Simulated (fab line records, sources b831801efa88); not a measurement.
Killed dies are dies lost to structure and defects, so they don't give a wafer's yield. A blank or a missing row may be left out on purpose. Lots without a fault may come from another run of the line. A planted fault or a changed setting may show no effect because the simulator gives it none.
fab line records | flow sky130
record lots=6 wafers=18 last_day=50
route steps=708 shown VT_ADJUST_LVTN@104 VT_ADJUST_NCORE@119 PAD_OPEN@708
lots that met no fault: from a run of the same line without faults
start_h: hours from the record's first day to the start of the lot's first wafer shown | wait_h: hours since the lot's step before | " the same as in the row above | L1.1+2: a row that stands for several wafers | - no value, or no start given | * or withheld: withheld | < > ~ a bound
route shown NAME@n: a module of which the file shows steps, and the number in the route of the first | usual: mean/standard deviation of fault-free wafers | same: alike in all rows | chamber/n: place in a boat | sites: the reading at each site | _std_site: their standard deviation | _edge_site: outer sites' mean less inner sites' | radius_mm: how far each site lies from the wafer's centre | mask NAME#n: copy n | behind: the tool/chamber that last shaped the wafer | hold: why the lot was held/for how many hours/how that ended | device: the transistor (n, p or np) that didn't switch | end of line: the same wafers' tests at the end of the route | a step without rows: its recipe alone | killed: dies lost to structure and defects at the first sort, not the wafer's yield | map: a wafer's dies, x killed, . not, _ none there
set.NAME: the setting as run; set.NAME@STEP: as run at that earlier step | model.NAME: the simulator's own value behind a step, which no gauge read
lots at some steps of the route; a table a step, a row a wafer
services: from which hour (start_h, from the record's first day; less than 0 if before it) a tool's chamber was out of use, for how many hours, and why
## steps
# step SKY_VT_ADJUST_LVTN_OVL_MEAS_07
# usual VT_ADJUST_LVTN_OVL=0.8/1.3
# columns lot.wafer tool chamber start_h wait_h VT_ADJUST_LVTN_OVL[nm]
L480.4 overlay-01 - 160.03 - -1.7
L480.5 " - " " -1.1
L480.6 " - " " -0.6
L482.1 overlay-02 - 176.12 - 2.5
L482.5 " - " " 2.9
L482.6 " - " " 2.2
L494.1 overlay-01 - 257.20 - -0.5
L494.2 " - " " -0.6
L494.4 " - " " 0.1
L495.3 overlay-02 - 262.59 - 1.1
L495.5 " - " " 0.8
L495.6 " - " " 1.1
L498.4 overlay-02 - 279.82 - -1.1
L498.5 " - " " -1.3
L498.6 " - " " -1.8
L500.1 overlay-02 - 295.95 - 0.0
L500.3 " - " " 1.7
L500.5 " - " " 0.6
# step SKY_VT_ADJUST_LVTN_IMPLANT_08
# recipe species=B energy_kev=30 dose_cm2=1.57e+12 tilt_deg=withheld
# step SKY_VT_ADJUST_LVTN_STRIP_09
# recipe chemistry=O2/N2 power_w=1400 pressure_mtorr=1500 platen_temp_c=withheld o2_flow_sccm=3000 n2_flow_sccm=300 overash_fraction=0.5
# usual drypump_motor_current_A=5.71/0.3 oes_product_au=0.722/0.0046 strip_time_to_endpoint_s=36.87/0.085
# columns lot.wafer tool chamber start_h wait_h drypump_motor_current_A oes_product_au rf_hours_counter_h strip_time_to_endpoint_s
L480.4 plasma_asher-03 1 160.23 0.1 5.89 0.731 - 36.92
L480.5 " 1 " " 5.91 0.720 - 36.91
L480.6 " 0 " " 5.20 0.723 - 36.93
L482.1 plasma_asher-04 1 176.30 0.1 5.71 0.727 5 36.89
L482.5 " 0 " " 6.14 0.724 - 36.85
L482.6 " 1 " " 5.73 0.728 - 36.98
L494.1 plasma_asher-02 1 257.38 0.1 5.71 0.719 43 36.86
L494.2 " 0 " " 5.39 0.719 43 36.91
L494.4 " 1 " " 5.71 0.722 - 36.91
L495.3 plasma_asher-04 0 262.80 0.1 6.09 0.729 - 36.95
L495.5 " 0 " " 6.08 0.723 - 36.88
L495.6 " 1 " " 5.71 0.718 - 36.96
L498.4 plasma_asher-02 0 280.02 0.1 5.39 0.731 - 36.78
L498.5 " 1 " " 5.73 0.725 - 36.77
L498.6 " 0 " " 5.38 0.723 - 36.82
L500.1 plasma_asher-04 1 296.13 0.1 5.75 0.717 17 36.86
L500.3 " 0 " " 6.11 0.724 - 36.89
L500.5 " 1 " " 5.74 0.717 - 36.78
# step SKY_VT_ADJUST_LVTN_TW_MEAS_10
# usual VT_ADJUST_LVTN_TW=241.3/1.7
# columns lot.wafer tool chamber start_h wait_h VT_ADJUST_LVTN_TW
L480.4 film_metro-02 - 160.33 0.1 243.3
L480.5 " - " " 241.9
L480.6 " - " " 241.5
L482.1 film_metro-02 - 176.40 0.1 244.9
L482.5 " - " " 243.8
L482.6 " - " " 244.6
L494.1 film_metro-02 - 257.48 0.1 242.7
L494.2 " - " " 241.9
L494.4 " - " " 243.6
L495.3 film_metro-03 - 262.88 0.1 239.2
L495.5 " - " " 239.9
L495.6 " - " " 239.6
L498.4 film_metro-02 - 280.11 0.1 242.4
L498.5 " - " " 243.2
L498.6 " - " " 242.8
L500.1 film_metro-03 - 296.23 0.1 242.1
L500.3 " - " " 242.9
L500.5 " - " " 243.2
# step SKY_VT_ADJUST_LVTN_DEHYDRATE_11
# recipe temp_c=200 time_s=60
# step SKY_VT_ADJUST_LVTN_HMDS_12
# recipe prime_time_s=60 prime_temp_c=120
# step SKY_VT_ADJUST_LVTN_COAT_13
# recipe resist=NOVOLAK spin_rpm=3000 resist_thk_nm=1140
# step SKY_VT_ADJUST_LVTN_SOFTBAKE_14
# recipe temp_c=90 time_s=60 resist=NOVOLAK
# step SKY_VT_ADJUST_LVTN_EXPOSE_15
# recipe mask_id=HVN_STD_DERIVED na=0.6 source_shape=conventional sigma_outer=0.6 polarization=unpolarized target_cd_nm=600 dose_mj=163
# step SKY_VT_ADJUST_LVTN_PEB_16
# recipe temp_c=withheld time_s=* resist=NOVOLAK
# step SKY_VT_ADJUST_LVTN_DEVELOP_17
# recipe resist=NOVOLAK developer=TMAH develop_time_s=60 dev_temp_c=23
# step SKY_VT_ADJUST_LVTN_OVL_MEAS_18
# usual VT_ADJUST_LVTN_01_OVL=0.4/1.4
# columns lot.wafer tool chamber start_h wait_h VT_ADJUST_LVTN_01_OVL[nm]
L480.4 overlay-02 - 179.85 0.1 2.4
L480.5 " - " " 1.7
L480.6 " - " " 1.6
L482.1 overlay-02 - 196.30 0.1 1.7
L482.5 " - " " 1.7
L482.6 " - " " 2.1
L494.1 overlay-01 - 282.30 0.1 -1.9
L494.2 " - " " -2.5
L494.4 " - " " -0.5
L495.3 overlay-01 - 287.39 0.1 -2.3
L495.5 " - " " -1.3
L495.6 " - " " 0.4
L498.4 overlay-02 - 305.47 0.1 2.2
L498.5 " - " " 3.0
L498.6 " - " " 1.4
L500.1 overlay-02 - 321.86 0.1 1.7
L500.3 " - " " 2.6
L500.5 " - " " 2.1
# step SKY_VT_ADJUST_LVTN_IMPLANT_19
# recipe species=B energy_kev=30 dose_cm2=6.5e+11 tilt_deg=withheld
# usual dose_ions_cm2=6.5e+11/7e+08 faraday_current_uA=3.66/0.073
# same implant_ion_amu=11
# columns lot.wafer tool chamber start_h wait_h dose_ions_cm2 faraday_current_uA
L480.4 implanter-04 0 179.94 0.1 6.485e+11 3.58
L480.5 " 0 " " 6.498e+11 3.71
L480.6 " 0 " " 6.497e+11 3.65
L482.1 implanter-03 0 196.33 0.0 6.509e+11 3.66
L482.5 " 0 " " 6.513e+11 3.59
L482.6 " 0 " " 6.51e+11 3.69
L494.1 implanter-03 0 282.33 0.0 1.8e+11 1.01
L494.2 " 0 " " 1.797e+11 1.06
L494.4 " 0 " " 1.792e+11 0.99
L495.3 implanter-03 0 287.46 0.1 1.81e+11 1.01
L495.5 " 0 " " 1.807e+11 1.00
L495.6 " 0 " " 1.801e+11 1.02
L498.4 implanter-01 0 305.56 0.1 6.494e+11 3.64
L498.5 " 0 " " 6.497e+11 3.74
L498.6 " 0 " " 6.514e+11 3.61
L500.1 implanter-04 0 321.90 0.0 6.507e+11 3.62
L500.3 " 0 " " 6.513e+11 3.66
L500.5 " 0 " " 6.507e+11 3.76
# step SKY_VT_ADJUST_LVTN_STRIP_20
# recipe chemistry=O2/N2 power_w=1400 pressure_mtorr=1500 platen_temp_c=withheld o2_flow_sccm=3000 n2_flow_sccm=300 overash_fraction=0.5
# usual drypump_motor_current_A=5.7/0.32 oes_product_au=0.715/0.0042 strip_time_to_endpoint_s=14.18/0.032
# columns lot.wafer tool chamber start_h wait_h drypump_motor_current_A oes_product_au rf_hours_counter_h strip_time_to_endpoint_s
L480.4 plasma_asher-04 1 180.05 0.1 5.7 0.717 - 14.18
L480.5 " 0 " " 6.1 0.724 - 14.21
L480.6 " 1 " " 5.7 0.715 - 14.21
L482.1 plasma_asher-04 0 196.48 0.1 6.1 0.715 7 14.17
L482.5 " 0 " " 6.1 0.717 - 14.13
L482.6 " 1 " " 5.7 0.717 - 14.18
L494.1 plasma_asher-03 1 282.48 0.1 5.9 0.718 60 14.22
L494.2 " 0 " " 5.2 0.717 60 14.23
L494.4 " 1 " " 5.9 0.708 - 14.20
L495.3 plasma_asher-04 1 287.60 0.1 5.7 0.711 - 14.17
L495.5 " 0 " " 6.1 0.707 - 14.17
L495.6 " 1 " " 5.8 0.714 - 14.15
L498.4 plasma_asher-03 1 305.67 0.1 5.9 0.716 - 14.12
L498.5 " 0 " " 5.2 0.718 - 14.13
L498.6 " 1 " " 5.9 0.717 - 14.17
L500.1 plasma_asher-03 1 322.05 0.1 5.9 0.722 64 14.15
L500.3 " 0 " " 5.2 0.714 - 14.16
L500.5 " 0 " " 5.2 0.718 - 14.12
# step SKY_VT_ADJUST_LVTN_TW_MEAS_21
# usual VT_ADJUST_LVTN_2_TW=187.9/1.2
# columns lot.wafer tool chamber start_h wait_h VT_ADJUST_LVTN_2_TW
L480.4 film_metro-03 - 180.15 0.1 186.9
L480.5 " - " " 187.4
L480.6 " - " " 186.3
L482.1 film_metro-03 - 196.58 0.1 187.4
L482.5 " - " " 188.0
L482.6 " - " " 186.9
L494.1 film_metro-02 - 282.58 0.1 132.8
L494.2 " - " " 132.6
L494.4 " - " " 132.7
L495.3 film_metro-01 - 287.68 0.1 132.3
L495.5 " - " " 132.0
L495.6 " - " " 133.0
L498.4 film_metro-02 - 305.76 0.1 187.2
L498.5 " - " " 188.1
L498.6 " - " " 187.3
L500.1 film_metro-02 - 322.15 0.1 189.1
L500.3 " - " " 188.9
L500.5 " - " " 189.8
# step SKY_VT_ADJUST_NCORE_DEHYDRATE_00
# recipe temp_c=200 time_s=60
# step SKY_PAD_OPEN_PROBE_99
# usual killed_at_M0_to_M3=45/6.6 killed_at_M4_up=3.1/1.6 killed_at_contacts=24/5 killed_at_front_end=14/4.4 killed_at_other=0.3/0.58 killed_dies=87/9.2 killed_open=47/6.7 killed_short=40/6.4
# same gross_dies=492 killed_at_back_side=0
# columns lot.wafer tool chamber start_h wait_h killed_at_M0_to_M3 killed_at_M4_up killed_at_contacts killed_at_front_end killed_at_other killed_dies killed_open killed_short model.etest.res_pwell_under_gate.rs_ohm_sq model.etest.nfet_g5v0d10v5.r_on_ohm_um model.etest.tip_n_5v.rs_ohm_sq model.etest.nfet_g5v0d10v5.drive_ua_um model.etest.nfet_16v.drive_ua_um model.etest.pfet_16v.drive_ua_um model.etest.ring_5v.delay_ps model.etest.nfet_g5v0d10v5.body_rise_v
L480.4 prober-02 - 1096.06 0.2 49 1 16 11 1 78 39 39 2282 1860 1372 616.7 228.4 246.8 44.31 0.6578
L480.5 prober-02 - 1096.11 0.2 39 2 18 7 2 68 39 29 2274 1863 1365 617.6 227.9 243.9 44.38 0.6555
L480.6 prober-02 - 1096.16 0.2 33 2 23 12 1 71 34 37 2284 1868 1357 613.5 223.9 235.8 43.94 0.664
L482.1 prober-02 - 1110.22 0.1 56 6 21 20 0 103 62 41 2322 1876 1395 605.2 220.3 247.9 43.93 0.6808
L482.5 prober-02 - 1110.42 0.2 43 2 30 14 1 90 45 45 2310 1879 1391 597.9 219.3 242.7 44.79 0.6839
L482.6 prober-02 - 1110.47 0.2 31 4 26 19 0 80 50 30 2299 1891 1389 605.3 219.5 244.5 44.22 0.6843
L495.3 prober-02 - 1182.10 0.2 51 5 15 13 1 85 47 38 2370 1810 1355 636.9 235.9 242.7 42.94 0.6026
L495.5 prober-02 - 1182.20 0.2 46 3 15 16 0 80 44 36 2387 1801 1356 654 243.5 241.5 42.67 0.5868
L495.6 prober-02 - 1182.25 0.2 44 0 20 15 1 80 46 34 2372 1826 1358 630.2 232.7 235.3 43.71 0.6044
L494.1 prober-01 - 1183.81 0.1 40 2 28 16 0 86 44 42 2368 1780 1332 640.9 239.1 236.9 43.17 0.5913
L494.2 prober-01 - 1183.86 0.1 40 3 39 16 1 99 53 46 2375 1835 1335 634.4 234.6 232.1 43.65 0.6014
L494.4 prober-01 - 1183.96 0.2 51 1 26 11 0 89 53 36 2364 1826 1339 635.1 232.8 230.2 43.19 0.6022
L498.4 prober-02 - 1190.56 0.2 45 4 23 9 0 81 47 34 2265 1870 1380 611 225.6 236 44.58 0.6705
L498.5 prober-02 - 1190.61 0.2 42 1 26 8 0 77 44 33 2251 1908 1385 605.4 222.7 235.1 45.67 0.6714
L498.6 prober-02 - 1190.66 0.2 35 3 33 13 0 84 45 39 2279 1901 1385 602.7 221.3 238.6 44.87 0.6773
L500.1 prober-02 - 1200.70 0.1 39 2 25 7 3 76 37 39 2300 1866 1368 610 225.7 247.7 44.06 0.6774
L500.3 prober-02 - 1200.80 0.2 55 3 27 14 0 99 55 44 2295 1878 1377 600.6 220.7 240.1 44.48 0.6877
L500.5 prober-02 - 1200.90 0.2 48 2 21 14 0 85 44 41 2289 1837 1366 607.8 223.8 247.8 43.74 0.6838
# killed by level:class
L480.4 VIA3:geometric_particle:open=10 VIA2:geometric_particle:short=9 VIA1:geometric_particle:open=8 METAL2:geometric_particle:short=5 CONTACT:geometric_particle:open=5 METAL1:geometric_particle:short=5 LI_CONTACT:geometric_particle:open=4 METAL1:geometric_particle:open=4
L480.5 VIA2:geometric_particle:open=11 VIA1:geometric_particle:open=7 LI_CONTACT:geometric_particle:open=6 LOCAL_INTERCONNECT:geometric_particle:short=4 METAL1:geometric_particle:short=4 METAL2:geometric_particle:short=4 VIA2:geometric_particle:short=4 VIA3:geometric_particle:open=4
L480.6 LI_CONTACT:geometric_particle:short=6 CONTACT:geometric_particle:short=6 VIA2:geometric_particle:open=6 VIA3:geometric_particle:open=6 CONTACT:geometric_particle:open=5 FIELD_ISO:geometric_particle:short=4 VIA1:geometric_particle:open=4 POLY_GATE:geometric_particle:open=3
L482.1 VIA1:geometric_particle:open=14 CONTACT:geometric_particle:open=13 VIA1:geometric_particle:short=8 FIELD_ISO:geometric_particle:open=7 VIA2:geometric_particle:open=7 VIA3:geometric_particle:open=7 METAL2:geometric_particle:short=5 POLY_GATE:geometric_particle:open=4
L482.5 CONTACT:geometric_particle:open=13 VIA1:geometric_particle:open=9 METAL1:geometric_particle:short=7 LI_CONTACT:geometric_particle:open=6 LOCAL_INTERCONNECT:geometric_particle:short=5 VIA2:geometric_particle:short=5 FIELD_ISO:geometric_particle:short=4 CONTACT:geometric_particle:short=4
L482.6 CONTACT:geometric_particle:open=10 LI_CONTACT:geometric_particle:open=9 VIA1:geometric_particle:open=8 POLY_GATE:geometric_particle:open=7 LOCAL_INTERCONNECT:geometric_particle:short=4 VIA3:geometric_particle:open=4 METAL4:geometric_particle:short=4 FIELD_ISO:geometric_particle:open=3
L495.3 VIA1:geometric_particle:open=13 VIA3:geometric_particle:open=8 VIA1:geometric_particle:short=7 VIA2:geometric_particle:open=7 METAL2:geometric_particle:short=6 LI_CONTACT:geometric_particle:open=5 POLY_GATE:geometric_particle:short=4 METAL4:geometric_particle:short=4
L495.5 VIA1:geometric_particle:open=15 POLY_GATE:geometric_particle:open=8 VIA2:geometric_particle:open=8 METAL2:geometric_particle:short=7 CONTACT:geometric_particle:open=6 CONTACT:geometric_particle:short=5 VIA1:geometric_particle:short=4 METAL1:geometric_particle:short=4
L495.6 CONTACT:geometric_particle:open=9 VIA1:geometric_particle:open=9 VIA3:geometric_particle:open=8 VIA1:geometric_particle:short=7 FIELD_ISO:geometric_particle:short=5 METAL2:geometric_particle:short=5 FIELD_ISO:geometric_particle:open=4 LI_CONTACT:geometric_particle:open=4
L494.1 CONTACT:geometric_particle:open=11 CONTACT:geometric_particle:short=10 VIA3:geometric_particle:open=10 VIA1:geometric_particle:open=9 FIELD_ISO:geometric_particle:short=5 POLY_GATE:geometric_particle:short=5 LOCAL_INTERCONNECT:geometric_particle:short=5 METAL2:geometric_particle:short=3
L494.2 LI_CONTACT:geometric_particle:open=16 LOCAL_INTERCONNECT:geometric_particle:short=8 CONTACT:geometric_particle:open=7 VIA1:geometric_particle:open=7 VIA1:geometric_particle:short=6 POLY_GATE:geometric_particle:short=5 VIA2:geometric_particle:short=5 FIELD_ISO:geometric_particle:short=4
L494.4 VIA1:geometric_particle:open=13 VIA3:geometric_particle:open=9 LI_CONTACT:geometric_particle:open=8 CONTACT:geometric_particle:short=8 CONTACT:geometric_particle:open=7 METAL2:geometric_particle:short=5 VIA2:geometric_particle:open=5 VIA3:geometric_particle:short=5
L498.4 VIA1:geometric_particle:open=11 VIA2:geometric_particle:open=8 CONTACT:geometric_particle:open=7 LI_CONTACT:geometric_particle:short=6 METAL2:geometric_particle:open=5 LI_CONTACT:geometric_particle:open=4 LOCAL_INTERCONNECT:geometric_particle:short=4 METAL2:geometric_particle:short=4
L498.5 VIA1:geometric_particle:open=13 METAL2:geometric_particle:short=9 CONTACT:geometric_particle:open=9 LI_CONTACT:geometric_particle:open=7 VIA2:geometric_particle:open=6 CONTACT:geometric_particle:short=5 LOCAL_INTERCONNECT:geometric_particle:short=4 METAL3:geometric_particle:short=4
L498.6 CONTACT:geometric_particle:open=14 METAL2:geometric_particle:short=6 VIA3:geometric_particle:open=6 LOCAL_INTERCONNECT:geometric_particle:short=5 VIA1:geometric_particle:open=5 CONTACT:geometric_particle:short=5 VIA2:geometric_particle:open=5 FIELD_ISO:geometric_particle:short=4
L500.1 LI_CONTACT:geometric_particle:open=10 VIA2:geometric_particle:open=9 METAL2:geometric_particle:short=8 VIA1:geometric_particle:open=8 METAL1:geometric_particle:short=7 CONTACT:geometric_particle:open=5 CONTACT:geometric_particle:short=4 LI_CONTACT:geometric_particle:short=3
L500.3 VIA2:geometric_particle:open=12 VIA1:geometric_particle:open=11 CONTACT:geometric_particle:open=10 CONTACT:geometric_particle:short=7 METAL1:geometric_particle:short=7 LI_CONTACT:geometric_particle:open=6 VIA1:geometric_particle:short=6 VIA3:geometric_particle:open=5
L500.5 VIA1:geometric_particle:open=12 VIA1:geometric_particle:short=8 CONTACT:geometric_particle:open=7 LI_CONTACT:geometric_particle:open=6 VIA2:geometric_particle:open=5 VIA2:geometric_particle:short=5 VIA3:geometric_particle:open=5 FIELD_ISO:geometric_particle:short=4
## services
# columns tool chamber start_h hours kind
implanter-04 - 138.54 4.5 pm
implanter-01 - 143.30 56.3 repair
plasma_asher-02 - 157.88 2.9 repair
plasma_asher-03 - 207.66 15.6 pm
implanter-04 - 214.62 4.5 repair
implanter-01 - 228.37 2.1 repair
implanter-01 - 249.40 2.1 repair
implanter-03 - 259.18 1.1 repair
implanter-01 - 274.72 5.3 pm
implanter-04 - 281.28 1.7 repair
implanter-03 - 295.41 3.6 repair
implanter-01 - 299.72 2.3 repair
implanter-01 - 305.63 2.4 pm
plasma_asher-04 - 308.16 14.6 pm
## key
first_sign step=SKY_VT_ADJUST_LVTN_IMPLANT_19 reading=dose_ions_cm2 direction=down sigmas=99+ usual=* struck=*
effect step=SKY_VT_ADJUST_LVTN_IMPLANT_19 reading=faraday_current_uA direction=down sigmas=36 usual=3.66 struck=1.02
effect step=SKY_VT_ADJUST_LVTN_TW_MEAS_21 reading=VT_ADJUST_LVTN_2_TW direction=down sigmas=46 usual=187.9 struck=132.6
model_effect step=SKY_PAD_OPEN_PROBE_99 value=etest.res_pwell_under_gate.rs_ohm_sq without=2281 struck=2373
met_at SKY_VT_ADJUST_LVTN_IMPLANT_19
struck_wafers L494.1,L494.2,L494.4,L495.3,L495.5,L495.6
tester_left_out L494,L495
onset_between 196.33 282.33
fault kind=process_parameter_drift tool=implanter-03 chamber=- onset_h=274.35 steps=SKY_VT_ADJUST_LVTN_IMPLANT_19 channel=dose_cm2 offset=* shape=step end_h=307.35 acts_in=* stated=*
# tester_left_out: of these lots the tester's yield and bins aren't shown, on N5 and GAA mostly nor the transistor test; their killed dies are dies lost to structure and defects alone, not to doping, threshold or leakage, so they don't give the yield
